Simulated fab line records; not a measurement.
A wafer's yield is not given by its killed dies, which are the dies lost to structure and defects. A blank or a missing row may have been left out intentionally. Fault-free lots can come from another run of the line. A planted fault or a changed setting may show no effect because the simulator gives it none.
fab line records | flow sky130
record: lots: 5 | wafers: 15 | lastDay: 49
route steps=708 shown POLY_GATE@232 LDD_N@237
lots with no fault: from the same line, run without faults
startH: start of the lot's first displayed wafer, in hours after the record's first day | waitH: time in hours since the lot's previous step | " the same as in the row above | L1.1+2: a single row standing in for several wafers | - no value present, or no start provided | * or withheld: withheld | < > ~ a bound
route shown NAME@n: names a module that has steps shown in the file, with the first one's number in the route | usual: mean/standard deviation of fault-free wafers | same: alike in all rows | chamber/n: place in a boat | sites: per-site readings | _std_site: standard deviation of those values | _edge_site: outer sites' mean less inner sites' | radiusMm: how far each site lies from the wafer's centre | mask NAME#n: copy n | behind: the tool/chamber that last shaped the wafer | hold: why the lot went on hold/how many hours it stayed there/how the hold came to an end | device: names the non-switching transistor (n, p or np) | end of line: the same wafers' tests at the end of the route | for a step that has no rows: nothing shown but its recipe | killed: count of dies lost to structure and defects at first sort (not the wafer's yield) | map: dies across one wafer; x = killed, . = not, _ = none there
set.NAME: the setting that was run; set.NAME@STEP: the one run at that earlier step | model.NAME: the simulator's own value behind a step, which no gauge read
lots seen at some steps along the route; tables by step, rows by wafer
services: when a tool's chamber went out of use (startH, in hours from the record's first day, below 0 if earlier), for how many hours, and the reason
== steps ==
step: SKY_POLY_GATE_STRIP_18
recipe: chemistry: O2/N2 | powerW: 1400 | pressureMtorr: 1500 | platenTempC: withheld | o2FlowSccm: 3000 | n2FlowSccm: 300 | overashFraction: 0.5
usual: drypumpMotorCurrentA: 5.6/0.35 | oesProductAu: 0.360/0.0052 | stripTimeToEndpointS: 3.160/0.024
lot.wafer | tool           | chamber | startH | waitH | drypumpMotorCurrentA | oesProductAu | rfHoursCounterH | stripTimeToEndpointS
L080.3    | plasmaAsher-02 | 0       | 417.68 | 0.1   | 5.3                  | 0.361        | -               | 3.195
L080.5    | "              | 1       | "      | "     | 6.1                  | 0.360        | -               | 3.176
L080.6    | "              | 0       | "      | "     | 5.3                  | 0.363        | -               | 3.179
L083.1    | plasmaAsher-02 | 0       | 451.91 | 0.0   | 5.3                  | 0.359        | 2               | 3.148
L083.4    | "              | 0       | "      | "     | 5.3                  | 0.360        | -               | 3.128
L083.5    | "              | 1       | "      | "     | 6.1                  | 0.358        | -               | 3.141
L088.3    | plasmaAsher-02 | 1       | 512.40 | 0.1   | 6.1                  | 0.367        | -               | 3.157
L088.4    | "              | 0       | "      | "     | 5.3                  | 0.365        | -               | 3.134
L088.5    | "              | 1       | "      | "     | 6.1                  | 0.353        | -               | 3.190
L089.1    | plasmaAsher-02 | 0       | 518.87 | 0.0   | 5.3                  | 0.352        | 9               | 3.141
L089.2    | "              | 1       | "      | "     | 6.1                  | 0.368        | 9               | 3.173
L089.3    | "              | 0       | "      | "     | 5.3                  | 0.356        | -               | 3.191
L093.2    | plasmaAsher-01 | 1       | 549.42 | 0.0   | 5.7                  | 0.355        | 74              | 3.122
L093.3    | "              | 0       | "      | "     | 5.1                  | 0.360        | -               | 3.157
L093.4    | "              | 1       | "      | "     | 5.7                  | 0.358        | -               | 3.120
step: SKY_POLY_GATE_CLEAN_19
recipe: chemistry: SC1/SC2 | mix: 1:4:20 | tempC: 70 | timeS: 150 | dry: n2Spin
lot.wafer  | tool        | chamber | startH | waitH
L080.3+5+6 | wetBench-02 | 0       | 417.75 | 0.0
L083.1+4+5 | wetBench-01 | 2       | 452.01 | 0.1
L088.3+4+5 | wetBench-01 | 3       | 512.46 | 0.0
L089.1+2+3 | wetBench-02 | 3       | 518.97 | 0.1
L093.2+3+4 | wetBench-04 | 3       | 549.52 | 0.1
step: SKY_POLY_GATE_OXIDATION_20
recipe: tempC: 850 | ambient: O2 | stabiliseS: 600 | purgeS: 300 | targetThkA: 40 | oxTimeS: 899
usual: tube_center_temp_C_max: 852.2/0.39
lot.wafer | tool       | chamber | startH | waitH | tube_center_temp_C_max
L080.3    | furnace-02 | 0       | 418.19 | 0.4   | 852.4
L080.5    | "          | 0       | "      | "     | 852.2
L080.6    | "          | 0       | "      | "     | 852.2
L083.1    | furnace-02 | 0       | 453.70 | 1.6   | 851.5
L083.4    | "          | 0       | "      | "     | 852.2
L083.5    | "          | 0       | "      | "     | 852.1
L088.3    | furnace-02 | 0       | 512.51 | 0.0   | 851.7
L088.4    | "          | 0       | "      | "     | 851.9
L088.5    | "          | 0       | "      | "     | 852.3
L089.1    | furnace-02 | 0       | 519.02 | 0.0   | 851.8
L089.2    | "          | 0       | "      | "     | 851.7
L089.3    | "          | 0       | "      | "     | 851.9
L093.2    | furnace-01 | 0       | 549.58 | 0.0   | 852.4
L093.3    | "          | 0       | "      | "     | 851.8
L093.4    | "          | 0       | "      | "     | 852.4
step: SKY_POLY_GATE_THK_MEAS_21
recipe: reads: SiO2_of_POLY_GATE_OXIDATION_20
usual: POLY_GATE_OXIDATION_THK: 3.99/0.1
lot.wafer | tool         | chamber | startH | waitH | POLY_GATE_OXIDATION_THK[nm]
L080.3    | filmMetro-02 | -       | 419.46 | 0.0   | 3.85
L080.5    | "            | -       | "      | "     | 3.96
L080.6    | "            | -       | "      | "     | 3.86
L083.1    | filmMetro-02 | -       | 454.95 | 0.0   | 3.99
L083.4    | "            | -       | "      | "     | 3.96
L083.5    | "            | -       | "      | "     | 4.01
L088.3    | filmMetro-02 | -       | 513.78 | 0.0   | 4.09
L088.4    | "            | -       | "      | "     | 3.98
L088.5    | "            | -       | "      | "     | 3.98
L089.1    | filmMetro-04 | -       | 520.27 | 0.0   | 4.08
L089.2    | "            | -       | "      | "     | 4.11
L089.3    | "            | -       | "      | "     | 4.06
L093.2    | filmMetro-02 | -       | 550.84 | 0.0   | 3.96
L093.3    | "            | -       | "      | "     | 3.87
L093.4    | "            | -       | "      | "     | 3.94
step: SKY_POLY_GATE_CD_MEAS_22
usual: cdNm: 149.7/1.9
lot.wafer | tool     | chamber | startH | waitH | cdNm
L080.3    | cdSem-02 | -       | 419.56 | 0.1   | 150.4
L080.5    | "        | -       | "      | "     | 150.8
L080.6    | "        | -       | "      | "     | 149.3
L083.1    | cdSem-01 | -       | 455.01 | 0.1   | 152.5
L083.4    | "        | -       | "      | "     | 149.4
L083.5    | "        | -       | "      | "     | 149.6
L088.3    | cdSem-02 | -       | 513.88 | 0.1   | 150.2
L088.4    | "        | -       | "      | "     | 149.4
L088.5    | "        | -       | "      | "     | 152.9
L089.1    | cdSem-01 | -       | 520.33 | 0.1   | 149.9
L089.2    | "        | -       | "      | "     | 148.9
L089.3    | "        | -       | "      | "     | 148.4
L093.2    | cdSem-01 | -       | 550.92 | 0.1   | 152.6
L093.3    | "        | -       | "      | "     | 153.8
L093.4    | "        | -       | "      | "     | 153.0
step: SKY_LDD_N_DEHYDRATE_00
recipe: tempC: 200 | timeS: 60
usual: exhaustPa: 45.2/0.98 | resistLineTempC: 23.04/0.11
lot.wafer | tool          | chamber | startH | waitH | exhaustPa | resistLineTempC
L080.3    | lithoTrack-03 | 0       | 434.12 | 14.5  | 44.1      | 23.12
L080.5    | "             | 0       | "      | "     | 45.3      | 23.04
L080.6    | "             | 0       | "      | "     | 45.0      | 23.11
L083.1    | lithoTrack-03 | 0       | 469.57 | 14.5  | 45.7      | 23.12
L083.4    | "             | 0       | "      | "     | 45.4      | 23.07
L083.5    | "             | 0       | "      | "     | 45.8      | 23.08
L088.3    | lithoTrack-03 | 0       | 529.32 | 15.4  | 45.8      | 23.08
L088.4    | "             | 0       | "      | "     | 46.7      | 23.02
L088.5    | "             | 0       | "      | "     | 46.5      | 23.09
L089.1    | lithoTrack-01 | 0       | 535.00 | 14.6  | 44.3      | 23.07
L089.2    | "             | 0       | "      | "     | 44.5      | 23.11
L089.3    | "             | 0       | "      | "     | 45.4      | 23.19
L093.2    | lithoTrack-01 | 0       | 564.98 | 14.0  | 47.0      | 23.10
L093.3    | "             | 0       | "      | "     | 46.8      | 22.95
L093.4    | "             | 0       | "      | "     | 45.1      | 23.12
step: SKY_LDD_N_HMDS_01
recipe: primeTimeS: 60 | primeTempC: 120
usual: exhaustPa: 44.9/0.84 | resistLineTempC: 22.99/0.12
lot.wafer | tool          | chamber | startH | waitH | exhaustPa | resistLineTempC
L080.3    | lithoTrack-03 | 0       | 434.27 | 0.1   | 45.9      | 23.01
L080.5    | "             | 0       | "      | "     | 44.7      | 23.09
L080.6    | "             | 0       | "      | "     | 45.2      | 23.08
L083.1    | lithoTrack-03 | 0       | 469.72 | 0.1   | 45.8      | 23.03
L083.4    | "             | 0       | "      | "     | 44.2      | 23.07
L083.5    | "             | 0       | "      | "     | 45.7      | 22.86
L088.3    | lithoTrack-03 | 0       | 529.47 | 0.1   | 46.0      | 22.86
L088.4    | "             | 0       | "      | "     | 45.4      | 23.07
L088.5    | "             | 0       | "      | "     | 45.6      | 23.00
L089.1    | lithoTrack-01 | 0       | 535.15 | 0.1   | 45.5      | 23.04
L089.2    | "             | 0       | "      | "     | 45.6      | 22.91
L089.3    | "             | 0       | "      | "     | 45.3      | 23.11
L093.2    | lithoTrack-01 | 0       | 565.13 | 0.1   | 44.8      | 22.96
L093.3    | "             | 0       | "      | "     | 44.8      | 22.94
L093.4    | "             | 0       | "      | "     | 45.4      | 22.93
step: SKY_LDD_N_COAT_02
recipe: resist: NOVOLAK | spinRpm: 3000 | resistThkNm: 300
usual: exhaustPa: 45.2/0.88 | resistLineTempC: 22.99/0.1
lot.wafer | tool          | chamber | startH | waitH | exhaustPa | resistLineTempC
L080.3    | lithoTrack-03 | 0       | 434.42 | 0.1   | 44.7      | 23.01
L080.5    | "             | 0       | "      | "     | 45.6      | 23.07
L080.6    | "             | 0       | "      | "     | 45.0      | 22.90
L083.1    | lithoTrack-03 | 0       | 469.87 | 0.1   | 46.5      | 22.99
L083.4    | "             | 0       | "      | "     | 46.1      | 23.06
L083.5    | "             | 0       | "      | "     | 46.1      | 23.13
L088.3    | lithoTrack-03 | 0       | 529.62 | 0.1   | 45.4      | 22.94
L088.4    | "             | 0       | "      | "     | 45.0      | 22.88
L088.5    | "             | 0       | "      | "     | 46.4      | 22.90
L089.1    | lithoTrack-01 | 0       | 535.30 | 0.1   | 45.7      | 23.14
L089.2    | "             | 0       | "      | "     | 46.3      | 23.02
L089.3    | "             | 0       | "      | "     | 44.6      | 22.95
L093.2    | lithoTrack-01 | 0       | 565.28 | 0.1   | 45.4      | 23.05
L093.3    | "             | 0       | "      | "     | 44.8      | 22.95
L093.4    | "             | 0       | "      | "     | 44.7      | 22.82
step: SKY_LDD_N_SOFTBAKE_03
recipe: tempC: 90 | timeS: 60 | resist: NOVOLAK
usual: exhaustPa: 45.0/1 | resistLineTempC: 23.00/0.098
lot.wafer | tool          | chamber | startH | waitH | exhaustPa | resistLineTempC
L080.3    | lithoTrack-03 | 0       | 434.57 | 0.1   | 44.6      | 23.07
L080.5    | "             | 0       | "      | "     | 44.5      | 23.23
L080.6    | "             | 0       | "      | "     | 45.2      | 23.05
L083.1    | lithoTrack-03 | 0       | 470.02 | 0.1   | 44.9      | 23.21
L083.4    | "             | 0       | "      | "     | 46.6      | 23.16
L083.5    | "             | 0       | "      | "     | 44.5      | 23.09
L088.3    | lithoTrack-03 | 0       | 529.77 | 0.1   | 45.6      | 23.04
L088.4    | "             | 0       | "      | "     | 46.5      | 22.91
L088.5    | "             | 0       | "      | "     | 46.2      | 22.94
L089.1    | lithoTrack-01 | 0       | 535.45 | 0.1   | 45.9      | 22.89
L089.2    | "             | 0       | "      | "     | 46.6      | 22.97
L089.3    | "             | 0       | "      | "     | 46.1      | 23.10
L093.2    | lithoTrack-01 | 0       | 565.43 | 0.1   | 45.6      | 22.92
L093.3    | "             | 0       | "      | "     | 46.9      | 22.86
L093.4    | "             | 0       | "      | "     | 46.5      | 23.00
step: SKY_LDD_N_EXPOSE_04
recipe: maskId: NTM | targetCdNm: 840 | na: 0.6 | sourceShape: conventional | sigmaOuter: 0.6 | doseMj: 110
lot.wafer  | tool            | chamber | startH | waitH | mask
L080.3+5+6 | ilineStepper-01 | 0       | -      | -     | NTM#0
L083.1+4+5 | ilineStepper-01 | 0       | -      | -     | NTM#0
L088.3+4+5 | ilineStepper-02 | 0       | -      | -     | NTM#0
L089.1+2+3 | ilineStepper-02 | 0       | -      | -     | NTM#0
L093.2+3+4 | ilineStepper-02 | 0       | -      | -     | NTM#0
step: SKY_LDD_N_PEB_05
recipe: tempC: withheld | timeS: * | resist: NOVOLAK
usual: exhaustPa: 45.1/0.77 | resistLineTempC: *
lot.wafer | tool          | chamber | startH | waitH | exhaustPa | resistLineTempC
L080.3    | lithoTrack-01 | 0       | -      | -     | 44.8      | *
L080.5    | "             | 0       | "      | "     | 46.2      | *
L080.6    | "             | 0       | "      | "     | 46.1      | *
L083.1    | lithoTrack-04 | 0       | -      | -     | 46.0      | *
L083.4    | "             | 0       | "      | "     | 44.9      | *
L083.5    | "             | 0       | "      | "     | 45.2      | *
L088.3    | lithoTrack-04 | 0       | -      | -     | 44.6      | *
L088.4    | "             | 0       | "      | "     | 44.1      | *
L088.5    | "             | 0       | "      | "     | 45.0      | *
L089.1    | lithoTrack-03 | 0       | -      | -     | 45.5      | *
L089.2    | "             | 0       | "      | "     | 45.4      | *
L089.3    | "             | 0       | "      | "     | 45.4      | *
L093.2    | lithoTrack-01 | 0       | -      | -     | 46.4      | *
L093.3    | "             | 0       | "      | "     | 43.8      | *
L093.4    | "             | 0       | "      | "     | 45.2      | *
step: SKY_LDD_N_DEVELOP_06
recipe: developTimeS: 60 | devTempC: 23
usual: exhaustPa: 44.8/0.76 | resistLineTempC: 23.02/0.084
lot.wafer | tool          | chamber | startH | waitH | exhaustPa | resistLineTempC
L080.3    | lithoTrack-01 | 0       | 450.05 | 0.1   | 45.3      | 22.89
L080.5    | "             | 0       | "      | "     | 45.5      | 23.19
L080.6    | "             | 0       | "      | "     | 45.9      | 23.13
L083.1    | lithoTrack-04 | 0       | 485.44 | 0.1   | 45.9      | 23.09
L083.4    | "             | 0       | "      | "     | 44.7      | 22.93
L083.5    | "             | 0       | "      | "     | 46.0      | 23.01
L088.3    | lithoTrack-04 | 0       | 544.49 | 0.1   | 44.7      | 22.92
L088.4    | "             | 0       | "      | "     | 44.8      | 23.08
L088.5    | "             | 0       | "      | "     | 44.3      | 23.06
L089.1    | lithoTrack-03 | 0       | 550.37 | 0.1   | 45.0      | 22.99
L089.2    | "             | 0       | "      | "     | 45.0      | 23.03
L089.3    | "             | 0       | "      | "     | 45.1      | 23.10
L093.2    | lithoTrack-01 | 0       | 580.53 | 0.1   | 44.1      | 22.98
L093.3    | "             | 0       | "      | "     | 44.0      | 23.00
L093.4    | "             | 0       | "      | "     | 44.7      | 23.03
step: SKY_LDD_N_OVL_MEAS_07
usual: LDD_N_OVL: 0.4/1
lot.wafer | tool       | chamber | startH | waitH | LDD_N_OVL[nm]
L080.3    | overlay-02 | -       | 450.17 | 0.1   | 1.4
L080.5    | "          | -       | "      | "     | 0.6
L080.6    | "          | -       | "      | "     | 0.3
L083.1    | overlay-02 | -       | 485.59 | 0.1   | 0.0
L083.4    | "          | -       | "      | "     | 1.7
L083.5    | "          | -       | "      | "     | -0.6
L088.3    | overlay-01 | -       | 544.60 | 0.1   | 0.3
L088.4    | "          | -       | "      | "     | -0.1
L088.5    | "          | -       | "      | "     | 1.9
L089.1    | overlay-01 | -       | 550.52 | 0.1   | -0.5
L089.2    | "          | -       | "      | "     | 1.0
L089.3    | "          | -       | "      | "     | 0.1
L093.2    | overlay-01 | -       | 580.66 | 0.1   | -0.1
L093.3    | "          | -       | "      | "     | -0.8
L093.4    | "          | -       | "      | "     | -0.8
step: SKY_LDD_N_IMPLANT_08
recipe: species: As | energyKev: 20 | doseCm2: 7.5e+13 | tiltDeg: withheld | rotationDeg: 23
usual: endStationPressureTorr: 5.34e-06/2.9e-07
lot.wafer | tool         | chamber | startH | waitH | endStationPressureTorr
L080.3    | implanter-03 | 0       | 450.24 | 0.1   | 5.32e-06
L080.5    | "            | 0       | "      | "     | 5.25e-06
L080.6    | "            | 0       | "      | "     | 5.46e-06
L083.1    | implanter-01 | 0       | 485.62 | 0.0   | 5.66e-06
L083.4    | "            | 0       | "      | "     | 5.27e-06
L083.5    | "            | 0       | "      | "     | 5.55e-06
L088.3    | implanter-01 | 0       | 544.67 | 0.1   | 4.99e-06
L088.4    | "            | 0       | "      | "     | 5.6e-06
L088.5    | "            | 0       | "      | "     | 4.85e-06
L089.1    | implanter-01 | 0       | 550.56 | 0.0   | 5.79e-06
L089.2    | "            | 0       | "      | "     | 5.19e-06
L089.3    | "            | 0       | "      | "     | 4.87e-06
L093.2    | implanter-01 | 0       | 580.71 | 0.0   | 4.9e-06
L093.3    | "            | 0       | "      | "     | 5.68e-06
L093.4    | "            | 0       | "      | "     | 5.38e-06
step: SKY_LDD_N_IMPLANT_09
recipe: species: As | energyKev: 20 | doseCm2: 7.5e+13 | tiltDeg: withheld | rotationDeg: 113
usual: endStationPressureTorr: 5.35e-06/3e-07
lot.wafer | tool         | chamber | startH | waitH | endStationPressureTorr
L080.3    | implanter-03 | 0       | 450.39 | 0.1   | 5.44e-06
L080.5    | "            | 0       | "      | "     | 5.81e-06
L080.6    | "            | 0       | "      | "     | 5.36e-06
L083.1    | implanter-01 | 0       | 485.77 | 0.1   | 5e-06
L083.4    | "            | 0       | "      | "     | 5.39e-06
L083.5    | "            | 0       | "      | "     | 5.12e-06
L088.3    | implanter-01 | 0       | 544.82 | 0.1   | 4.92e-06
L088.4    | "            | 0       | "      | "     | 5.28e-06
L088.5    | "            | 0       | "      | "     | 5.13e-06
L089.1    | implanter-01 | 0       | 550.71 | 0.1   | 5.4e-06
L089.2    | "            | 0       | "      | "     | 5.18e-06
L089.3    | "            | 0       | "      | "     | 5.47e-06
L093.2    | implanter-01 | 0       | 580.86 | 0.1   | 4.98e-06
L093.3    | "            | 0       | "      | "     | 4.89e-06
L093.4    | "            | 0       | "      | "     | 5.46e-06
step: SKY_LDD_N_IMPLANT_10
recipe: species: As | energyKev: 20 | doseCm2: 7.5e+13 | tiltDeg: withheld | rotationDeg: 203
usual: endStationPressureTorr: 5.33e-06/2.7e-07
lot.wafer | tool         | chamber | startH | waitH | endStationPressureTorr
L080.3    | implanter-03 | 0       | 450.54 | 0.1   | 5.64e-06
L080.5    | "            | 0       | "      | "     | 5.29e-06
L080.6    | "            | 0       | "      | "     | 4.89e-06
L083.1    | implanter-01 | 0       | 485.92 | 0.1   | 5.39e-06
L083.4    | "            | 0       | "      | "     | 5.44e-06
L083.5    | "            | 0       | "      | "     | 5.13e-06
L088.3    | implanter-01 | 0       | 544.97 | 0.1   | 5.62e-06
L088.4    | "            | 0       | "      | "     | 5.04e-06
L088.5    | "            | 0       | "      | "     | 5.51e-06
L089.1    | implanter-01 | 0       | 550.86 | 0.1   | 5.3e-06
L089.2    | "            | 0       | "      | "     | 5.47e-06
L089.3    | "            | 0       | "      | "     | 5.48e-06
L093.2    | implanter-01 | 0       | 581.01 | 0.1   | 6.25e-06
L093.3    | "            | 0       | "      | "     | 5.69e-06
L093.4    | "            | 0       | "      | "     | 5.69e-06
step: SKY_LDD_N_IMPLANT_11
recipe: species: As | energyKev: 20 | doseCm2: 7.5e+13 | tiltDeg: withheld | rotationDeg: 293
usual: endStationPressureTorr: 5.35e-06/2.8e-07
lot.wafer | tool         | chamber | startH | waitH | endStationPressureTorr
L080.3    | implanter-03 | 0       | 450.69 | 0.1   | 5.32e-06
L080.5    | "            | 0       | "      | "     | 5.54e-06
L080.6    | "            | 0       | "      | "     | 5.59e-06
L083.1    | implanter-01 | 0       | 486.07 | 0.1   | 5.84e-06
L083.4    | "            | 0       | "      | "     | 5.41e-06
L083.5    | "            | 0       | "      | "     | 4.97e-06
L088.3    | implanter-01 | 0       | 545.12 | 0.1   | 5.37e-06
L088.4    | "            | 0       | "      | "     | 4.93e-06
L088.5    | "            | 0       | "      | "     | 5.36e-06
L089.1    | implanter-01 | 0       | 551.01 | 0.1   | 5.31e-06
L089.2    | "            | 0       | "      | "     | 5.31e-06
L089.3    | "            | 0       | "      | "     | 5.42e-06
L093.2    | implanter-01 | 0       | 581.16 | 0.1   | 5.46e-06
L093.3    | "            | 0       | "      | "     | 5.19e-06
L093.4    | "            | 0       | "      | "     | 5.16e-06
step: SKY_LDD_N_IMPLANT_12
recipe: species: BF2 | energyKev: 50 | doseCm2: 5e+12 | tiltDeg: 30 | rotationDeg: 0
usual: endStationPressureTorr: 5.02e-06/2.6e-07
lot.wafer | tool         | chamber | startH | waitH | endStationPressureTorr
L080.3    | implanter-03 | 0       | 450.84 | 0.1   | 5.09e-06
L080.5    | "            | 0       | "      | "     | 5.2e-06
L080.6    | "            | 0       | "      | "     | 4.89e-06
L083.1    | implanter-01 | 0       | 486.22 | 0.1   | 5.19e-06
L083.4    | "            | 0       | "      | "     | 5.16e-06
L083.5    | "            | 0       | "      | "     | 5.13e-06
L088.3    | implanter-01 | 0       | 545.27 | 0.1   | 5.15e-06
L088.4    | "            | 0       | "      | "     | 4.7e-06
L088.5    | "            | 0       | "      | "     | 5.25e-06
L089.1    | implanter-01 | 0       | 551.16 | 0.1   | 4.98e-06
L089.2    | "            | 0       | "      | "     | 5.06e-06
L089.3    | "            | 0       | "      | "     | 5.06e-06
L093.2    | implanter-01 | 0       | 581.31 | 0.1   | 4.98e-06
L093.3    | "            | 0       | "      | "     | 5.04e-06
L093.4    | "            | 0       | "      | "     | 5.59e-06
== services ==
tool            | chamber | startH | hours | kind
furnace-01      | -       | 418.17 | 2.4   | pm
plasmaAsher-02  | -       | 421.25 | 9.0   | pm
plasmaAsher-02  | 0       | 421.25 | 9.0   | ventCycle
plasmaAsher-02  | 1       | 421.25 | 9.0   | ventCycle
ilineStepper-02 | -       | 421.40 | 0.6   | repair
implanter-03    | -       | 424.06 | 3.8   | repair
plasmaAsher-02  | 0       | 430.25 | -     | clean
plasmaAsher-02  | 1       | 430.25 | -     | clean
implanter-03    | -       | 457.98 | 5.5   | pm
implanter-01    | -       | 458.81 | 1.2   | repair
furnace-02      | -       | 473.84 | 3.7   | pm
implanter-03    | -       | 480.60 | 6.3   | repair
furnace-02      | -       | 481.05 | 3.4   | pm
ilineStepper-02 | -       | 521.43 | 1.7   | pm
ilineStepper-01 | -       | 538.29 | 1.7   | pm
ilineStepper-01 | -       | 548.95 | 4.4   | pm
ilineStepper-01 | 0       | 569.93 | -     | calibration
ilineStepper-02 | 0       | 575.24 | -     | calibration
wetBench-04     | -       | 575.53 | 0.8   | repair
== key ==
fault none
